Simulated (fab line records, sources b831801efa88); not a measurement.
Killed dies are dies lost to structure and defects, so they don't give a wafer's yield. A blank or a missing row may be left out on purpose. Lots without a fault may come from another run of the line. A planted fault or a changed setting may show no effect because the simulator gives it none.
Which tool did it? | flow gf180mcu | 24 lots, 72 wafers sampled, at 6 steps of a route of 602

WHAT THE GAUGES READ, wafer by wafer
GF_POLY_GATE_THK_MEAS_17.
lot  | measured     | on            | POLY_GATE_OXIDATION_THK (nm)
L074 | day 9 10:47  | film_metro-01 | 4.03 4.06 3.98
L075 | day 9 11:36  | film_metro-04 | 3.98 3.93 3.89
L076 | day 9 17:03  | film_metro-04 | 3.88 3.82 3.90
L077 | day 9 22:01  | film_metro-04 | 3.94 3.91 3.93
L078 | day 10 03:32 | film_metro-04 | 3.93 3.88 3.87
L079 | day 10 16:32 | film_metro-04 | 3.88 3.80 3.75
L080 | day 11 00:17 | film_metro-01 | 3.80 3.91 3.92
L081 | day 11 12:23 | film_metro-01 | 3.98 3.99 3.97
L082 | day 11 23:42 | film_metro-04 | 3.92 3.94 3.88
L083 | day 12 00:55 | film_metro-04 | 4.01 3.89 4.01
L084 | day 12 11:46 | film_metro-01 | 4.00 4.12 3.99
L085 | day 12 22:20 | film_metro-04 | 4.09 4.22 4.11
L086 | day 13 05:09 | film_metro-01 | 4.04 4.08 4.04
L087 | day 13 15:52 | film_metro-04 | 4.04 4.00 4.00
L088 | day 13 18:10 | film_metro-04 | 4.07 4.00 4.04
L090 | day 14 02:55 | film_metro-01 | 4.02 4.06 4.01
L089 | day 14 07:10 | film_metro-01 | 4.01 3.90 4.02
L091 | day 14 10:46 | film_metro-04 | 4.08 4.10 4.10
L092 | day 14 21:17 | film_metro-02 | 3.80 3.94 3.86
L093 | day 15 04:10 | film_metro-02 | 3.95 3.96 3.95
L094 | day 15 08:15 | film_metro-01 | 4.02 4.06 4.03
L095 | day 15 11:58 | film_metro-04 | 3.91 3.93 3.92
L096 | day 15 23:11 | film_metro-01 | 3.91 4.01 4.00
L097 | day 16 06:16 | film_metro-04 | 4.03 4.04 4.06

GF_V2_OVL_MEAS_15.
lot  | measured     | on         | V2_OVL (nm)
L074 | day 20 09:20 | overlay-01 | 7 6 6
L075 | day 20 14:49 | overlay-01 | -8 -16 -7
L076 | day 20 19:52 | overlay-01 | 11 4 2
L077 | day 21 04:47 | overlay-02 | -3 2 7
L078 | day 21 08:13 | overlay-01 | 6 10 5
L079 | day 22 00:31 | overlay-02 | 5 -3 4
L080 | day 22 12:24 | overlay-01 | 1 0 0
L081 | day 23 02:22 | overlay-01 | 3 2 0
L082 | day 23 14:04 | overlay-02 | 4 -1 -3
L083 | day 23 19:22 | overlay-02 | 0 -1 -2
L084 | day 24 04:22 | overlay-02 | -6 -7 -8
L085 | day 24 17:01 | overlay-01 | 1 7 9
L086 | day 25 00:24 | overlay-02 | 6 7 -4
L087 | day 25 13:46 | overlay-01 | 2 4 2
L088 | day 25 18:49 | overlay-01 | -3 -2 0
L090 | day 25 23:37 | overlay-01 | 10 7 9
L089 | day 26 09:58 | overlay-01 | 2 5 6
L091 | day 26 08:23 | overlay-01 | 0 3 1
L092 | day 26 15:46 | overlay-02 | -6 2 5
L093 | day 27 00:40 | overlay-02 | 4 0 -6
L094 | day 27 05:01 | overlay-02 | -2 -6 5
L095 | day 27 06:16 | overlay-02 | -5 -1 -2
L096 | day 27 16:52 | overlay-02 | 11 11 15
L097 | day 28 05:13 | overlay-01 | -7 -4 -1

GF_M5_OVL_MEAS_08.
lot  | measured     | on         | M5_OVL (nm)
L074 | day 26 07:02 | overlay-01 | -1 -9 -4
L075 | day 29 11:44 | overlay-01 | -6 1 -8
L076 | day 26 17:26 | overlay-01 | 0 -2 4
L077 | day 27 02:08 | overlay-02 | -5 0 0
L078 | day 27 03:16 | overlay-01 | 7 8 2
L079 | day 27 16:31 | overlay-01 | 1 -2 -3
L080 | day 28 03:26 | overlay-02 | -5 -5 1
L081 | day 28 15:55 | overlay-01 | 3 12 8
L082 | day 29 02:11 | overlay-01 | -7 0 10
L083 | day 29 06:19 | overlay-01 | -5 -8 -3
L084 | day 29 13:47 | overlay-02 | -4 -6 7
L085 | day 30 01:23 | overlay-01 | 0 5 12
L086 | day 30 06:33 | overlay-01 | -2 -2 -8
L087 | day 30 19:13 | overlay-02 | 2 3 -3
L088 | day 31 00:52 | overlay-01 | -5 1 -8
L090 | day 31 04:16 | overlay-01 | 11 -1 3
L089 | day 31 11:49 | overlay-01 | -3 3 -2
L091 | day 31 10:13 | overlay-02 | -3 1 0
L092 | day 31 18:52 | overlay-02 | 0 -6 3
L093 | day 32 01:19 | overlay-01 | -8 -3 -4
L094 | day 32 03:40 | overlay-01 | -2 -1 1
L095 | day 32 05:22 | overlay-01 | -2 -5 -8
L096 | day 32 16:17 | overlay-01 | 8 3 5
L097 | day 33 01:13 | overlay-02 | 5 -2 0

GF_V5_THK_MEAS_01.
lot  | measured     | on            | V5_CVD_00_THK (nm)
L074 | day 26 07:49 | film_metro-01 | 309 307 305
L075 | day 29 12:31 | film_metro-01 | 300 302 298
L076 | day 26 18:14 | film_metro-01 | 304 299 298
L077 | day 27 02:53 | film_metro-04 | 300 300 298
L078 | day 27 04:08 | film_metro-03 | 303 305 304
L079 | day 27 17:22 | film_metro-03 | 299 305 301
L080 | day 28 04:13 | film_metro-03 | 300 303 299
L081 | day 28 16:47 | film_metro-03 | 303 301 299
L082 | day 29 02:59 | film_metro-01 | 302 300 303
L083 | day 29 07:05 | film_metro-03 | 308 300 303
L084 | day 29 14:38 | film_metro-01 | 303 300 299
L085 | day 30 02:28 | film_metro-03 | 303 302 304
L086 | day 30 07:44 | film_metro-01 | 297 297 294
L087 | day 30 20:06 | film_metro-01 | 307 302 308
L088 | day 31 01:39 | film_metro-01 | 303 304 300
L090 | day 31 05:01 | film_metro-01 | 302 305 305
L089 | day 31 12:36 | film_metro-04 | 305 302 303
L091 | day 31 10:58 | film_metro-01 | 301 300 300
L092 | day 31 19:38 | film_metro-04 | 301 298 300
L093 | day 32 02:11 | film_metro-01 | 298 305 302
L094 | day 32 04:32 | film_metro-03 | 296 301 298
L095 | day 32 06:07 | film_metro-01 | 305 304 306
L096 | day 32 17:04 | film_metro-01 | 301 307 304
L097 | day 33 01:58 | film_metro-04 | 302 293 297

GF_V5_BOW_MEAS_05.
lot  | measured     | on            | V5_BOW (um)
L074 | day 26 08:22 | film_metro-01 | 137 129 135
L075 | day 29 13:10 | film_metro-01 | 151 132 146
L076 | day 26 18:46 | film_metro-04 | 132 138 130
L077 | day 27 03:25 | film_metro-01 | 126 133 121
L078 | day 27 04:40 | film_metro-04 | 126 118 111
L079 | day 27 17:53 | film_metro-01 | 129 128 133
L080 | day 28 04:46 | film_metro-03 | 137 136 128
L081 | day 28 17:19 | film_metro-03 | 129 125 123
L082 | day 29 03:36 | film_metro-03 | 132 133 141
L083 | day 29 07:37 | film_metro-01 | 126 125 126
L084 | day 29 15:16 | film_metro-03 | 150 135 142
L085 | day 30 03:13 | film_metro-03 | 129 119 124
L086 | day 30 08:30 | film_metro-01 | 120 118 131
L087 | day 30 20:38 | film_metro-01 | 131 125 136
L088 | day 31 02:22 | film_metro-03 | 123 122 132
L090 | day 31 05:35 | film_metro-01 | 125 111 119
L089 | day 31 13:08 | film_metro-04 | 131 132 141
L091 | day 31 11:31 | film_metro-01 | 132 134 138
L092 | day 31 20:10 | film_metro-03 | 144 142 139
L093 | day 32 02:51 | film_metro-03 | 128 126 125
L094 | day 32 05:04 | film_metro-03 | 146 132 145
L095 | day 32 06:42 | film_metro-04 | 130 139 135
L096 | day 32 17:36 | film_metro-01 | 138 116 128
L097 | day 33 02:30 | film_metro-01 | 143 151 149

WHICH TOOL RAN EACH LOT (tool, then ch and the chambers of the sampled wafers, then the start)
lot  | GF_M3_SPUTTER_03
L074 | pvd_sputter-04, day 20 10:53
L075 | pvd_sputter-02, day 20 16:23
L076 | pvd_sputter-02, day 20 21:38
L077 | pvd_sputter-02, day 21 06:31
L078 | pvd_sputter-02, day 21 09:52
L079 | pvd_sputter-04, day 22 02:04
L080 | pvd_sputter-02, day 22 13:58
L081 | pvd_sputter-02, day 23 04:05
L082 | pvd_sputter-02, day 23 15:39
L083 | pvd_sputter-02, day 23 20:55
L084 | pvd_sputter-04, day 24 05:57
L085 | pvd_sputter-04, day 24 18:37
L086 | pvd_sputter-02, day 25 01:58
L087 | pvd_sputter-04, day 25 15:20
L088 | pvd_sputter-02, day 25 20:22
L090 | pvd_sputter-04, day 26 01:10
L089 | pvd_sputter-01, day 26 11:32
L091 | pvd_sputter-04, day 26 09:57
L092 | pvd_sputter-04, day 26 17:19
L093 | pvd_sputter-02, day 27 02:14
L094 | pvd_sputter-04, day 27 06:55
L095 | pvd_sputter-02, day 27 08:16
L096 | pvd_sputter-02, day 27 18:31
L097 | pvd_sputter-01, day 28 06:47
- GF_M3_SPUTTER_03: material Ti, target thk 10 nm, time 6.7 s.

WHAT THE TOOLS THEMSELVES READ (means of the sampled wafers that have a number; where no wafer has one, the mark that the record gives instead)
GF_M3_SPUTTER_03.
lot  | tool           | throttle_valve_pct (%)
L074 | pvd_sputter-04 | 31.2
L075 | pvd_sputter-02 | 30.8
L076 | pvd_sputter-02 | 30.6
L077 | pvd_sputter-02 | 30.8
L078 | pvd_sputter-02 | 30.9
L079 | pvd_sputter-04 | 29.9
L080 | pvd_sputter-02 | 30.6
L081 | pvd_sputter-02 | 30.8
L082 | pvd_sputter-02 | 30.8
L083 | pvd_sputter-02 | 30.9
L084 | pvd_sputter-04 | 29.9
L085 | pvd_sputter-04 | 30.4
L086 | pvd_sputter-02 | 30.6
L087 | pvd_sputter-04 | 30.5
L088 | pvd_sputter-02 | 30.5
L090 | pvd_sputter-04 | 31.7
L089 | pvd_sputter-01 | 29.1
L091 | pvd_sputter-04 | 30.4
L092 | pvd_sputter-04 | 30.6
L093 | pvd_sputter-02 | 30.6
L094 | pvd_sputter-04 | 31.1
L095 | pvd_sputter-02 | 30.7
L096 | pvd_sputter-02 | 30.6
L097 | pvd_sputter-01 | 29.3

THE ANSWER, worked out from the rows above alone
Rule: what is usual is taken from the lots themselves. Put in order of their means at a reading, lots are off if they are a third of the lots or fewer, leave a main group of 4 or more, and stand apart from it by a gap of 3 or more times the standard deviation of the main group's means; of several such gaps the widest counts. A main group whose means are all the same, to the digits that the tables above print for the reading, isn't used. A lot without any number at a reading at which 4 lots or more have one is off too. The other lots that the step has rows for count as sound. The gauges are gone through in route order, then the tools' own readings, and for those a lot's mean is taken as printed above. The first step at which some lot is off is used, and at that step the reading that is off furthest; a lot without a number counts as furthest.
No lot is off at any reading shown: from this, nothing can be told.

WHAT THE SIMULATOR HAD PUT IN
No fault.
